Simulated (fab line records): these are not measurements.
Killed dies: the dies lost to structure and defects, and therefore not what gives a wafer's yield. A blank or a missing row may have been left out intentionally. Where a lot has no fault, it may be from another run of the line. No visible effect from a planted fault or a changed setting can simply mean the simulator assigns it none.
Comparing a struck lot with a sound one ; flow sky130 ; 15 out of 708 route steps
Sound: wafers L950.3, L950.5, L950.6. The struck wafers were L955.3, L955.4, L955.6. The cause comes at the end.
For every step that has rows: the tool of each side, followed by ch and its chambers, followed by its first start. Under that, the readings that differ: sound wafers ; struck wafers ; difference of the means ; sigmas: that difference in standard deviations of wafers without a fault.
alike: readings whose means differ by less than 2 such deviations, and words and numbers that are the same on both sides. not compared: withheld readings, readings that some wafer has no value for, bounds like >300 that may hide the same value, and numbers for which the record gives no deviation and whose values overlap.
Wherever a step has rows on one side only, a row that says differs or no value, or a row with sigmas, the two part there. When numbers do not overlap yet have no deviation, they are printed without sigmas and do not part them. A reading missing from all wafers of one side parts the sides only when that side holds two or more wafers.

SKY_LI_CONTACT_SPUTTER_20: material TiN, target thk 20 nm, time 80 s.
  sound: pvd_sputter-03 at day 29 08:10; struck: pvd_sputter-01 at day 31 08:46
  alike: throttle_valve_pct
SKY_LI_CONTACT_CVD_21: deposits W, target thk 400 nm, time 120.56 s.
  sound on cvd_w-01 ch 0,1, day 29 08:16; struck on cvd_w-01 ch 0,1, day 31 08:52
  alike: heater_power_w
SKY_LI_CONTACT_RS_MEAS_22: uses a four-point probe to measure.
  sound: film_metro-04 at day 29 08:24; struck: film_metro-04 at day 31 08:59
  alike: LI_CONTACT_W_RS
SKY_LI_CONTACT_THK_MEAS_23: measures by xrf.
  sound: film_metro-04 at day 29 08:30; struck: film_metro-04 at day 31 09:05
  alike: LI_CONTACT_W_THK
SKY_LI_CONTACT_CMP_24: polishes, stops on PSG, t overpolish 20 s, target thk 0 nm.
  sound on cmp-02 ch 0,1,2, day 29 08:38; struck on cmp-02 ch 0,2, day 31 09:08
  alike: motor_current_A, overpolish_run_s, time_to_endpoint_s
SKY_LOCAL_INTERCONNECT_SPUTTER_00: material TiN, target thk 100 nm, time 83.3 s.
  sound: pvd_sputter-04 at day 29 08:50; struck: pvd_sputter-04 at day 31 09:26
  alike: throttle_valve_pct
SKY_LOCAL_INTERCONNECT_RS_MEAS_01: uses a four-point probe to measure.
  sound: film_metro-04 at day 29 08:56; struck: film_metro-01 at day 31 09:32
  alike: LOCAL_INTERCONNECT_TIN_RS
SKY_LOCAL_INTERCONNECT_THK_MEAS_02: measures by xrf.
  sound: film_metro-04 at day 29 09:02; struck: film_metro-01 at day 31 09:38
  alike: LOCAL_INTERCONNECT_TIN_THK
then, 4 steps without rows for these wafers: SKY_LOCAL_INTERCONNECT_DEHYDRATE_03 (time 60 s); SKY_LOCAL_INTERCONNECT_HMDS_04 (prime time 60 s); SKY_LOCAL_INTERCONNECT_COAT_05 (resist thk 60 nm); SKY_LOCAL_INTERCONNECT_COAT_06 (resist thk 450 nm).
SKY_LOCAL_INTERCONNECT_SOFTBAKE_07: time 90 s.
  sound on litho_track-01 ch 0, day 29 22:00; struck on litho_track-01 ch 0, day 31 23:00
reading;sound;struck;difference;sigmas
run_length_s (s);119.30 119.34 119.44;141.16 141.15 141.10;+21.78;+99 or more
  alike: exhaust_pa, heater_power_total_W
then, 1 step without rows for these wafers: SKY_LOCAL_INTERCONNECT_EXPOSE_08 (exposes mask LI1M, target cd 170 nm).
-- record jumps: 15 days separate the struck wafers' starts on either side; left off in module LOCAL_INTERCONNECT, taken up again in module PAD_OPEN, whose first shown step is the route's number 708 --
SKY_PAD_OPEN_PROBE_99:
  sound: prober-01 at day 45 21:58; struck: prober-02 at day 47 09:19
  alike: killed_at_M0_to_M3, killed_at_M4_up, killed_at_contacts, killed_at_front_end, killed_at_other, killed_dies, killed_open, killed_short

== WHERE THEY PART ==
Only at SKY_LOCAL_INTERCONNECT_SOFTBAKE_07, as far as this record shows. Later steps at which nothing parts them and some readings are alike: SKY_PAD_OPEN_PROBE_99.

WHY: what had been put in by the simulator
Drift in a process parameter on litho_track-01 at SKY_LOCAL_INTERCONNECT_SOFTBAKE_07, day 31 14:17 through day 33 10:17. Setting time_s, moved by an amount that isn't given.
